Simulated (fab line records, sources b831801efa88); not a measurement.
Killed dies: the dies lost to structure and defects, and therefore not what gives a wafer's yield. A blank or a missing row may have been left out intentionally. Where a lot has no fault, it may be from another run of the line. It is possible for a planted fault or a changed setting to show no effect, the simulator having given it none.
fab line records	flow sky130
record lots=24	wafers=72	last-day=50
route steps=708 shown NWELL@76 SONOS_ONO@185 SPACER@306 LI_CONTACT@365 CONTACT@406
lots untouched by any fault: they come from a run of this same line in which no faults occurred
start-h: hours from the record's first day to the start of the lot's first wafer shown	wait-h: hours from the lot's prior step to this one	" identical to the entry in the row above	L1.1+2: one row covering several wafers at once	- no value present, or no start provided	* or withheld: withheld	< > ~ a bound
route shown NAME@n: NAME is a module with steps in the file, n the number in the route of the first one	usual: mean/standard deviation of fault-free wafers	same: alike in all rows	chamber/n: place in a boat	sites: each site's reading	_std_site: their standard deviation	_edge_site: the outer-site mean with the inner-site mean subtracted	radius-mm: how far each site lies from the wafer's centre	mask NAME#n: copy n	behind: the tool/chamber that last shaped the wafer	hold: the reason the lot was held/the length of the hold in hours/how it ended	device: which transistor (n, p or np) failed to switch	end of line: at the end of the route, the tests of the same wafers	a step without rows: its recipe alone	killed: dies lost to structure and defects at the first sort, not the wafer's yield	map: a wafer's dies, x killed, . not, _ none there
set.NAME: the setting that was run; set.NAME@STEP: the one run at that earlier step	model.NAME: the simulator's own value behind a step, which no gauge read
steps of the route over a sample of lots; a table a step, a row a wafer
services: a tool's chamber out of use, with start hour (start-h, from the record's first day; less than 0 if before it), hours out, and reason
## steps
# step SKY_NWELL_OVL_MEAS_23
# usual NWELL_01_OVL=-0.2/1.5
lot.wafer	tool	chamber	start-h	wait-h	NWELL_01_OVL[nm]
L074.2	overlay-01	-	105.27	-	-0.3
L074.3	"	-	"	"	-2.8
L074.5	"	-	"	"	-2.3
L075.1	overlay-02	-	111.71	-	1.4
L075.2	"	-	"	"	1.6
L075.3	"	-	"	"	2.3
L076.2	overlay-01	-	116.14	-	0.5
L076.3	"	-	"	"	1.1
L076.4	"	-	"	"	0.8
L077.1	overlay-02	-	122.58	-	-0.4
L077.4	"	-	"	"	0.5
L077.5	"	-	"	"	1.2
L078.1	overlay-02	-	127.22	-	0.2
L078.2	"	-	"	"	-0.4
L078.4	"	-	"	"	0.1
L080.2	overlay-01	-	140.52	-	-1.8
L080.3	"	-	"	"	-1.1
L080.5	"	-	"	"	1.4
L079.1	overlay-01	-	141.47	-	0.5
L079.2	"	-	"	"	2.0
L079.5	"	-	"	"	-0.5
L081.3	overlay-02	-	143.72	-	0.3
L081.4	"	-	"	"	0.2
L081.5	"	-	"	"	0.4
L082.3	overlay-01	-	151.44	-	0.4
L082.5	"	-	"	"	0.4
L082.6	"	-	"	"	1.5
L083.1	overlay-01	-	161.11	-	-3.3
L083.2	"	-	"	"	-2.0
L083.6	"	-	"	"	-2.9
L084.1	overlay-02	-	166.97	-	2.8
L084.2	"	-	"	"	1.8
L084.4	"	-	"	"	1.8
L085.1	overlay-02	-	176.48	-	2.2
L085.2	"	-	"	"	-0.8
L085.6	"	-	"	"	2.9
L086.3	overlay-02	-	177.32	-	0.3
L086.4	"	-	"	"	1.7
L086.5	"	-	"	"	0.7
L087.1	overlay-02	-	183.68	-	-0.8
L087.3	"	-	"	"	-1.2
L087.5	"	-	"	"	-0.9
L088.1	overlay-02	-	187.32	-	-2.2
L088.3	"	-	"	"	0.2
L088.6	"	-	"	"	0.5
L089.1	overlay-02	-	193.17	-	0.4
L089.2	"	-	"	"	-0.7
L089.6	"	-	"	"	-1.8
L090.4	overlay-02	-	200.22	-	-2.3
L090.5	"	-	"	"	-1.9
L090.6	"	-	"	"	-1.7
L091.2	overlay-02	-	206.06	-	1.0
L091.4	"	-	"	"	0.2
L091.6	"	-	"	"	0.2
L092.2	overlay-01	-	216.64	-	0.3
L092.3	"	-	"	"	-2.1
L092.5	"	-	"	"	-2.1
L093.4	overlay-02	-	220.74	-	-1.9
L093.5	"	-	"	"	-1.3
L093.6	"	-	"	"	-0.9
L094.2	overlay-01	-	223.91	-	-2.2
L094.4	"	-	"	"	-2.7
L094.6	"	-	"	"	-1.2
L095.1	overlay-01	-	228.71	-	-2.7
L095.3	"	-	"	"	-2.3
L095.6	"	-	"	"	-2.4
L096.1	overlay-02	-	234.76	-	-1.4
L096.3	"	-	"	"	-0.2
L096.5	"	-	"	"	0.2
L097.1	overlay-02	-	244.62	-	2.3
L097.2	"	-	"	"	1.8
L097.6	"	-	"	"	0.9
# step SKY_SONOS_ONO_STRIP_17
# recipe chemistry=O2/N2	power-w=1400	pressure-mtorr=1500	platen-temp-c=withheld	o2-flow-sccm=3000	n2-flow-sccm=300	overash-fraction=0.5
# usual drypump-motor-current-A=5.15/0.22	oes-product-au=0.710/0.0042	strip-time-to-endpoint-s=14.10/0.048
lot.wafer	tool	chamber	start-h	wait-h	drypump-motor-current-A	oes-product-au	rf-hours-counter-h	strip-time-to-endpoint-s
L074.2	plasma-asher-04	0	294.43	0.0	5.45	0.706	17	14.13
L074.3	"	0	"	"	5.46	0.709	-	14.10
L074.5	"	0	"	"	5.44	0.715	-	14.09
L075.1	plasma-asher-03	1	295.02	0.0	5.30	0.710	58	14.04
L075.2	"	0	"	"	5.11	0.717	58	14.08
L075.3	"	0	"	"	5.09	0.708	-	14.14
L076.2	plasma-asher-03	1	298.47	0.0	5.30	0.708	59	14.16
L076.3	"	0	"	"	5.06	0.717	-	14.13
L076.4	"	1	"	"	5.32	0.703	-	14.13
L077.1	plasma-asher-04	0	304.73	0.0	5.45	0.708	18	14.19
L077.4	"	0	"	"	5.44	0.707	-	14.18
L077.5	"	0	"	"	5.42	0.708	-	14.12
L078.1	plasma-asher-03	1	308.18	0.0	5.33	0.715	60	14.09
L078.2	"	0	"	"	5.09	0.713	60	14.07
L078.4	"	1	"	"	5.33	0.710	-	14.11
L080.2	plasma-asher-02	1	329.16	0.0	5.02	0.717	53	14.09
L080.3	"	0	"	"	4.74	0.701	-	14.16
L080.5	"	0	"	"	4.77	0.703	-	14.09
L079.1	plasma-asher-04	0	329.42	0.0	5.45	0.713	20	14.18
L079.2	"	1	"	"	4.94	0.703	20	14.14
L079.5	"	1	"	"	4.94	0.707	-	14.17
L081.3	plasma-asher-04	1	335.41	0.0	4.96	0.707	-	14.08
L081.4	"	0	"	"	5.44	0.708	-	14.09
L081.5	"	1	"	"	4.92	0.713	-	14.09
L082.3	plasma-asher-03	1	341.91	0.0	5.32	0.713	-	14.01
L082.5	"	1	"	"	5.30	0.714	-	14.01
L082.6	"	0	"	"	5.10	0.713	-	14.05
L083.1	plasma-asher-03	1	353.98	0.0	5.29	0.708	64	14.04
L083.2	"	0	"	"	5.08	0.706	64	14.04
L083.6	"	0	"	"	5.15	0.712	-	14.05
L084.1	plasma-asher-02	0	365.43	0.0	4.77	0.711	56	14.06
L084.2	"	1	"	"	5.02	0.711	56	14.06
L084.4	"	0	"	"	4.79	0.711	-	14.03
L085.1	plasma-asher-04	1	375.57	0.0	4.94	0.715	25	14.13
L085.2	"	0	"	"	5.45	0.708	25	14.13
L085.6	"	0	"	"	5.44	0.715	-	14.16
L086.3	plasma-asher-04	1	381.46	0.0	4.97	0.713	-	14.07
L086.4	"	0	"	"	5.44	0.706	-	14.11
L086.5	"	0	"	"	5.44	0.701	-	14.06
L087.1	plasma-asher-04	1	387.83	0.0	4.95	0.709	26	14.13
L087.3	"	1	"	"	4.92	0.709	-	14.11
L087.5	"	1	"	"	4.96	0.711	-	14.12
L088.1	plasma-asher-03	0	392.94	0.0	5.12	0.712	68	14.13
L088.3	"	1	"	"	5.33	0.705	-	14.14
L088.6	"	1	"	"	5.33	0.715	-	14.14
L089.1	plasma-asher-03	1	401.62	0.0	5.31	0.709	69	14.12
L089.2	"	0	"	"	5.12	0.713	69	14.12
L089.6	"	1	"	"	5.32	0.718	-	14.09
L090.4	plasma-asher-04	0	410.69	0.0	5.44	0.714	-	14.10
L090.5	"	0	"	"	5.43	0.711	-	14.10
L090.6	"	1	"	"	4.98	0.705	-	14.12
L091.2	plasma-asher-03	0	417.03	0.0	5.06	0.706	70	14.06
L091.4	"	1	"	"	5.32	0.705	-	14.05
L091.6	"	0	"	"	5.06	0.713	-	14.07
L092.2	plasma-asher-03	0	434.05	0.0	5.10	0.705	0	14.08
L092.3	"	1	"	"	5.31	0.714	-	14.14
L092.5	"	1	"	"	5.32	0.708	-	14.18
L093.4	plasma-asher-02	0	439.26	0.0	4.75	0.710	-	14.12
L093.5	"	0	"	"	4.77	0.707	-	14.13
L093.6	"	1	"	"	5.03	0.704	-	14.08
L094.2	plasma-asher-04	1	443.77	0.0	4.95	0.705	32	14.11
L094.4	"	0	"	"	5.46	0.711	-	14.08
L094.6	"	1	"	"	4.96	0.709	-	14.08
L095.1	plasma-asher-04	0	447.62	0.0	5.46	0.712	32	14.04
L095.3	"	0	"	"	5.46	0.713	-	14.09
L095.6	"	0	"	"	5.44	0.707	-	14.06
L096.1	plasma-asher-02	1	459.22	0.0	5.02	0.706	65	14.09
L096.3	"	1	"	"	5.02	0.705	-	14.11
L096.5	"	1	"	"	5.03	0.713	-	14.14
L097.1	plasma-asher-04	0	470.68	0.0	5.45	0.707	35	14.15
L097.2	"	1	"	"	4.97	0.713	35	14.14
L097.6	"	0	"	"	5.46	0.710	-	14.19
# step SKY_SPACER_ETCHBACK_02
# recipe chemistry=CH3F/O2	target=Si3N4	stop-on=SiO2	source-w=400	bias-w=80	pressure-mtorr=25	ch3f-flow-sccm=40	O2_flow_sccm=30	time-s=46.7	target-depth-a=450
# usual ch3f-flow-sccm=39.98/0.12	drypump-motor-current-A=5.8/0.45	oes-product-au=0.855/0.0059	throttle-valve-pct=10.563/0.0088
# same time-s=46.7
lot.wafer	tool	chamber	start-h	wait-h	ch3f-flow-sccm	drypump-motor-current-A	oes-product-au	rf-hours-counter-h	throttle-valve-pct
L074.2	rie-diel-01	1	542.17	0.0	40.02	4.7	0.856	13	10.558
L074.3	"	2	"	"	39.90	5.3	0.860	11	10.563
L074.5	"	1	"	"	40.07	4.7	0.857	-	10.541
L075.1	rie-diel-03	0	545.53	0.1	39.97	6.2	0.854	1	10.576
L075.2	"	3	"	"	39.89	5.4	0.847	78	10.582
L075.3	"	2	"	"	40.01	5.7	0.853	13	10.571
L076.2	rie-diel-04	0	549.96	0.0	39.96	5.5	0.850	4	10.576
L076.3	"	2	"	"	40.07	6.3	0.859	64	10.564
L076.4	"	3	"	"	39.98	6.1	0.849	17	10.572
L077.1	rie-diel-04	3	553.21	0.1	40.00	6.1	0.860	17	10.554
L077.4	"	0	"	"	39.93	5.4	0.863	4	10.569
L077.5	"	0	"	"	39.85	5.5	0.861	-	10.554
L078.1	rie-diel-04	1	557.93	0.1	40.05	6.4	0.860	76	10.561
L078.2	"	0	"	"	40.05	5.4	0.844	4	10.560
L078.4	"	3	"	"	39.98	6.1	0.850	17	10.571
L080.2	rie-diel-01	3	581.63	0.0	40.08	5.3	0.860	1	10.558
L080.3	"	1	"	"	39.94	4.6	0.862	14	10.553
L080.5	"	3	"	"	40.14	5.3	0.858	-	10.568
L079.1	rie-diel-03	0	583.93	0.1	39.90	6.1	0.844	2	10.562
L079.2	"	3	"	"	39.77	5.4	0.847	0	10.563
L079.5	"	2	"	"	39.92	5.6	0.858	-	10.556
L081.3	rie-diel-03	1	587.90	0.0	40.20	5.7	0.845	0	10.558
L081.4	"	0	"	"	39.81	6.2	0.857	2	10.552
L081.5	"	1	"	"	40.24	5.7	0.854	-	10.548
L082.3	rie-diel-04	2	597.05	0.0	40.21	6.3	0.857	65	10.555
L082.5	"	3	"	"	40.04	6.1	0.861	-	10.555
L082.6	"	0	"	"	39.91	5.4	0.858	-	10.549
L083.1	rie-diel-03	2	606.51	0.1	40.17	5.7	0.855	15	10.571
L083.2	"	1	"	"	39.84	5.7	0.855	1	10.547
L083.6	"	2	"	"	40.12	5.7	0.855	-	10.559
L084.1	rie-diel-04	3	622.83	0.1	39.99	6.1	0.859	18	10.561
L084.2	"	2	"	"	39.82	6.3	0.850	65	10.561
L084.4	"	1	"	"	40.04	6.4	0.858	0	10.574
L085.1	rie-diel-04	1	634.08	0.1	39.88	6.3	0.857	1	10.573
L085.2	"	2	"	"	39.87	6.3	0.861	66	10.560
L085.6	"	2	"	"	39.72	6.2	0.857	-	10.590
L086.3	rie-diel-04	3	637.66	0.0	40.02	6.1	0.853	18	10.561
L086.4	"	2	"	"	40.12	6.3	0.857	66	10.566
L086.5	"	3	"	"	39.84	6.1	0.847	-	10.550
L087.1	rie-diel-03	0	647.38	0.1	39.95	6.2	0.854	3	10.563
L087.3	"	1	"	"	40.05	5.7	0.856	1	10.551
L087.5	"	0	"	"	40.10	6.1	0.848	-	10.566
L088.1	rie-diel-01	0	650.02	0.1	39.94	6.5	0.859	7	10.562
L088.3	"	2	"	"	40.16	5.3	0.866	13	10.579
L088.6	"	1	"	"	39.97	4.6	0.859	-	10.557
L089.1	rie-diel-04	3	654.93	0.1	39.86	6.1	0.852	19	10.556
L089.2	"	1	"	"	39.97	6.4	0.855	1	10.572
L089.6	"	0	"	"	39.98	5.4	0.855	-	10.555
L090.4	rie-diel-03	0	664.32	0.0	39.95	6.1	0.857	3	10.571
L090.5	"	0	"	"	40.20	6.1	0.851	-	10.561
L090.6	"	1	"	"	40.01	5.7	0.848	-	10.558
L091.2	rie-diel-04	2	670.18	0.0	40.29	6.3	0.852	0	10.556
L091.4	"	0	"	"	39.92	5.5	0.861	-	10.562
L091.6	"	2	"	"	40.05	6.3	0.839	-	10.570
L092.2	rie-diel-03	2	685.88	0.0	40.05	5.7	0.856	16	10.558
L092.3	"	3	"	"	39.94	5.4	0.868	1	10.545
L092.5	"	3	"	"	40.18	5.3	0.862	-	10.571
L093.4	rie-diel-03	0	692.96	0.0	40.04	6.2	0.859	4	10.561
L093.5	"	3	"	"	40.08	5.4	0.856	-	10.556
L093.6	"	0	"	"	40.00	6.1	0.859	-	10.565
L094.2	rie-diel-04	2	695.52	0.0	39.86	6.3	0.845	1	10.558
L094.4	"	1	"	"	40.03	6.3	0.851	2	10.555
L094.6	"	1	"	"	39.86	6.3	0.853	-	10.565
L095.1	rie-diel-01	1	699.13	0.1	39.95	4.7	0.857	17	10.573
L095.3	"	0	"	"	40.19	6.5	0.853	8	10.565
L095.6	"	2	"	"	40.02	5.3	0.850	-	10.563
L096.1	rie-diel-03	2	706.63	0.1	39.89	5.7	0.866	16	10.548
L096.3	"	3	"	"	39.99	5.4	0.850	2	10.556
L096.5	"	1	"	"	40.13	5.7	0.858	-	10.567
L097.1	rie-diel-04	0	720.32	0.1	40.07	5.5	0.845	8	10.571
L097.2	"	1	"	"	40.02	6.4	0.858	3	10.574
L097.6	"	0	"	"	39.92	5.4	0.864	-	10.570
# step SKY_LI_CONTACT_BOW_MEAS_03
# recipe mode=bow
# usual LI_CONTACT_BOW=56/7.2
lot.wafer	tool	chamber	start-h	wait-h	LI_CONTACT_BOW[um]
L074.2	film-metro-03	-	661.17	0.1	63
L074.3	"	-	"	"	54
L074.5	"	-	"	"	55
L075.1	film-metro-04	-	664.00	0.1	49
L075.2	"	-	"	"	48
L075.3	"	-	"	"	52
L076.2	film-metro-03	-	668.27	0.3	58
L076.3	"	-	"	"	62
L076.4	"	-	"	"	53
L077.1	film-metro-04	-	671.26	0.2	52
L077.4	"	-	"	"	58
L077.5	"	-	"	"	58
L078.1	film-metro-01	-	673.83	0.1	41
L078.2	"	-	"	"	61
L078.4	"	-	"	"	61
L080.2	film-metro-03	-	698.02	0.2	52
L080.3	"	-	"	"	62
L080.5	"	-	"	"	56
L079.1	film-metro-03	-	699.42	0.1	53
L079.2	"	-	"	"	58
L079.5	"	-	"	"	48
L081.3	film-metro-03	-	703.64	0.3	54
L081.4	"	-	"	"	56
L081.5	"	-	"	"	56
L082.3	film-metro-01	-	711.49	0.2	60
L082.5	"	-	"	"	64
L082.6	"	-	"	"	60
L083.1	film-metro-04	-	722.69	0.1	55
L083.2	"	-	"	"	54
L083.6	"	-	"	"	58
L084.1	film-metro-03	-	737.00	0.1	54
L084.2	"	-	"	"	63
L084.4	"	-	"	"	56
L085.1	film-metro-04	-	748.28	0.1	60
L085.2	"	-	"	"	52
L085.6	"	-	"	"	61
L086.3	film-metro-04	-	751.74	0.1	56
L086.4	"	-	"	"	40
L086.5	"	-	"	"	57
L087.1	film-metro-04	-	759.54	0.2	58
L087.3	"	-	"	"	53
L087.5	"	-	"	"	53
L088.1	film-metro-01	-	762.70	0.2	56
L088.3	"	-	"	"	56
L088.6	"	-	"	"	55
L089.1	film-metro-01	-	768.20	0.2	65
L089.2	"	-	"	"	54
L089.6	"	-	"	"	66
L090.4	film-metro-01	-	777.86	0.2	48
L090.5	"	-	"	"	67
L090.6	"	-	"	"	64
L091.2	film-metro-01	-	781.77	0.3	67
L091.4	"	-	"	"	61
L091.6	"	-	"	"	56
L092.2	film-metro-04	-	796.67	0.3	53
L092.3	"	-	"	"	61
L092.5	"	-	"	"	75
L093.4	film-metro-01	-	805.45	0.3	51
L093.5	"	-	"	"	55
L093.6	"	-	"	"	46
L094.2	film-metro-03	-	806.70	0.2	49
L094.4	"	-	"	"	56
L094.6	"	-	"	"	58
L095.1	film-metro-04	-	813.50	0.1	55
L095.3	"	-	"	"	49
L095.6	"	-	"	"	59
L096.1	film-metro-04	-	816.42	0.1	51
L096.3	"	-	"	"	41
L096.5	"	-	"	"	44
L097.1	film-metro-04	-	827.45	0.2	64
L097.2	"	-	"	"	62
L097.6	"	-	"	"	44
# step SKY_LI_CONTACT_OVL_MEAS_13
# usual LI_CONTACT_OVL=-1/5.5
lot.wafer	tool	chamber	start-h	wait-h	LI_CONTACT_OVL[nm]
L074.2	overlay-01	-	689.43	0.1	3
L074.3	"	-	"	"	0
L074.5	"	-	"	"	5
L075.1	overlay-02	-	692.29	0.1	-5
L075.2	"	-	"	"	-1
L075.3	"	-	"	"	0
L076.2	overlay-01	-	696.50	0.1	1
L076.3	"	-	"	"	-2
L076.4	"	-	"	"	0
L077.1	overlay-02	-	699.35	0.1	-3
L077.4	"	-	"	"	5
L077.5	"	-	"	"	0
L078.1	overlay-02	-	701.65	0.1	-13
L078.2	"	-	"	"	-12
L078.4	"	-	"	"	-13
L080.2	overlay-01	-	725.82	0.1	-5
L080.3	"	-	"	"	-2
L080.5	"	-	"	"	-7
L079.1	overlay-01	-	726.95	0.1	-2
L079.2	"	-	"	"	-1
L079.5	"	-	"	"	-1
L081.3	overlay-01	-	731.35	0.1	-9
L081.4	"	-	"	"	-8
L081.5	"	-	"	"	-14
L082.3	overlay-02	-	738.35	0.1	-2
L082.5	"	-	"	"	-4
L082.6	"	-	"	"	2
L083.1	overlay-01	-	750.74	0.1	-6
L083.2	"	-	"	"	-6
L083.6	"	-	"	"	-5
L084.1	overlay-02	-	763.89	0.1	7
L084.2	"	-	"	"	9
L084.4	"	-	"	"	6
L085.1	overlay-01	-	775.09	0.1	1
L085.2	"	-	"	"	-3
L085.6	"	-	"	"	-6
L086.3	overlay-01	-	778.74	0.1	8
L086.4	"	-	"	"	2
L086.5	"	-	"	"	3
L087.1	overlay-01	-	786.05	0.1	-12
L087.3	"	-	"	"	-6
L087.5	"	-	"	"	-7
L088.1	overlay-02	-	789.89	0.1	0
L088.3	"	-	"	"	3
L088.6	"	-	"	"	-2
L089.1	overlay-02	-	795.10	0.1	7
L089.2	"	-	"	"	-1
L089.6	"	-	"	"	-1
L090.4	overlay-02	-	804.95	0.1	2
L090.5	"	-	"	"	0
L090.6	"	-	"	"	2
L091.2	overlay-01	-	808.74	0.1	-17
L091.4	"	-	"	"	-7
L091.6	"	-	"	"	-5
L092.2	overlay-02	-	822.69	0.1	4
L092.3	"	-	"	"	5
L092.5	"	-	"	"	4
L093.4	overlay-01	-	831.22	0.1	1
L093.5	"	-	"	"	5
L093.6	"	-	"	"	1
L094.2	overlay-01	-	833.19	0.1	1
L094.4	"	-	"	"	-5
L094.6	"	-	"	"	0
L095.1	overlay-01	-	840.07	0.1	6
L095.3	"	-	"	"	5
L095.6	"	-	"	"	5
L096.1	overlay-01	-	842.72	0.1	4
L096.3	"	-	"	"	8
L096.5	"	-	"	"	2
L097.1	overlay-02	-	854.50	0.1	4
L097.2	"	-	"	"	3
L097.6	"	-	"	"	4
# step SKY_CONTACT_CVD_00
# recipe material=Si3N4	target-thk-nm=75	temp-c=400	time-s=withheld	rf-w=450
# usual heater-power-outer-w=440/89	heater-power-w=735/120	susceptor-temp-C=400.00/0.25
lot.wafer	tool	chamber	start-h	wait-h	heater-power-outer-w	heater-power-w	susceptor-temp-C
L074.2	pecvd-04	2	719.34	0.0	413	632	400.00
L074.3	"	1	"	"	466	742	399.82
L074.5	"	0	"	"	426	694	400.09
L075.1	pecvd-03	1	722.93	0.0	267	512	400.06
L075.2	"	0	"	"	425	759	399.51
L075.3	"	0	"	"	431	745	399.65
L076.2	pecvd-03	1	726.47	0.0	316	591	399.77
L076.3	"	1	"	"	330	579	399.92
L076.4	"	0	"	"	447	780	399.84
L077.1	pecvd-02	0	729.33	0.0	459	807	399.92
L077.4	"	1	"	"	382	756	400.13
L077.5	"	0	"	"	468	803	399.94
L078.1	pecvd-03	1	731.24	0.0	351	625	399.75
L078.2	"	0	"	"	501	841	400.19
L078.4	"	0	"	"	508	843	400.32
L080.2	pecvd-03	2	755.58	0.0	536	881	399.67
L080.3	"	1	"	"	311	570	399.92
L080.5	"	1	"	"	303	571	400.02
L079.1	pecvd-04	1	757.40	0.0	473	757	400.51
L079.2	"	0	"	"	482	779	400.05
L079.5	"	0	"	"	486	756	400.06
L081.3	pecvd-02	0	761.28	0.0	378	687	399.77
L081.4	"	1	"	"	374	758	400.12
L081.5	"	1	"	"	380	755	399.77
L082.3	pecvd-03	0	768.58	0.0	491	803	400.45
L082.5	"	0	"	"	488	831	399.87
L082.6	"	2	"	"	637	1011	399.49
L083.1	pecvd-03	2	780.18	0.0	618	957	400.32
L083.2	"	1	"	"	348	617	400.09
L083.6	"	0	"	"	480	802	399.93
L084.1	pecvd-04	2	792.98	0.0	412	630	399.57
L084.2	"	1	"	"	481	732	400.43
L084.4	"	0	"	"	463	772	399.71
L085.1	pecvd-04	0	803.73	0.0	454	751	399.71
L085.2	"	1	"	"	499	751	399.99
L085.6	"	1	"	"	495	737	399.95
L086.3	pecvd-03	2	808.05	0.0	592	912	399.90
L086.4	"	1	"	"	358	634	400.38
L086.5	"	1	"	"	353	633	400.16
L087.1	pecvd-04	1	814.54	0.0	506	791	399.74
L087.3	"	0	"	"	474	784	399.97
L087.5	"	2	"	"	361	576	399.76
L088.1	pecvd-03	1	817.88	0.0	363	634	399.99
L088.3	"	2	"	"	644	996	399.84
L088.6	"	2	"	"	640	1022	399.88
L089.1	pecvd-04	2	823.12	0.0	426	643	399.86
L089.2	"	0	"	"	446	748	400.61
L089.6	"	1	"	"	471	714	399.99
L090.4	pecvd-02	2	833.60	0.0	467	806	400.05
L090.5	"	0	"	"	421	736	400.34
L090.6	"	1	"	"	366	757	399.82
L091.2	pecvd-04	0	836.58	0.0	417	707	400.17
L091.4	"	1	"	"	461	735	399.60
L091.6	"	0	"	"	431	706	400.33
L092.2	pecvd-03	1	851.24	0.0	340	609	400.39
L092.3	"	0	"	"	507	849	399.94
L092.5	"	0	"	"	508	844	399.64
L093.4	pecvd-04	1	861.08	0.0	519	789	400.00
L093.5	"	2	"	"	410	629	400.21
L093.6	"	0	"	"	475	763	399.91
L094.2	pecvd-02	0	862.09	0.0	453	765	400.18
L094.4	"	0	"	"	458	764	400.49
L094.6	"	2	"	"	435	731	400.40
L095.1	pecvd-03	2	868.74	0.0	632	977	400.36
L095.3	"	0	"	"	426	730	400.13
L095.6	"	2	"	"	643	999	400.19
L096.1	pecvd-02	2	871.44	0.0	441	750	399.82
L096.3	"	1	"	"	311	675	400.00
L096.5	"	2	"	"	453	760	400.31
L097.1	pecvd-03	2	882.64	0.0	633	953	400.09
L097.2	"	0	"	"	492	817	399.93
L097.6	"	0	"	"	494	832	400.23
## services
tool	chamber	start-h	hours	kind
rie-diel-03	3	272.13	4.3	repair
rie-diel-04	1	284.60	2.5	repair
rie-diel-03	2	312.43	6.3	repair
rie-diel-03	-	349.52	15.6	pm
rie-diel-04	1	376.00	3.0	repair
plasma-asher-03	-	402.19	4.3	repair
rie-diel-04	0	444.45	10.4	repair
pecvd-03	-	450.73	4.5	repair
rie-diel-04	2	460.72	3.5	repair
pecvd-03	-	466.43	14.6	pm
pecvd-03	0	530.88	11.1	repair
rie-diel-04	-	535.27	14.6	pm
pecvd-03	-	569.12	0.5	repair
rie-diel-04	-	628.83	0.2	repair
pecvd-03	2	635.72	25.4	repair
rie-diel-04	-	662.07	1.6	repair
rie-diel-04	1	662.19	11.1	repair
pecvd-03	2	718.63	31.6	repair
plasma-asher-04	-	761.79	11.5	repair
rie-diel-04	3	762.48	2.7	repair
rie-diel-04	-	778.18	0.8	repair
pecvd-03	0	807.90	9.7	repair
pecvd-03	-	831.14	2.8	pm
rie-diel-04	-	837.69	2.3	repair
## key
fault none
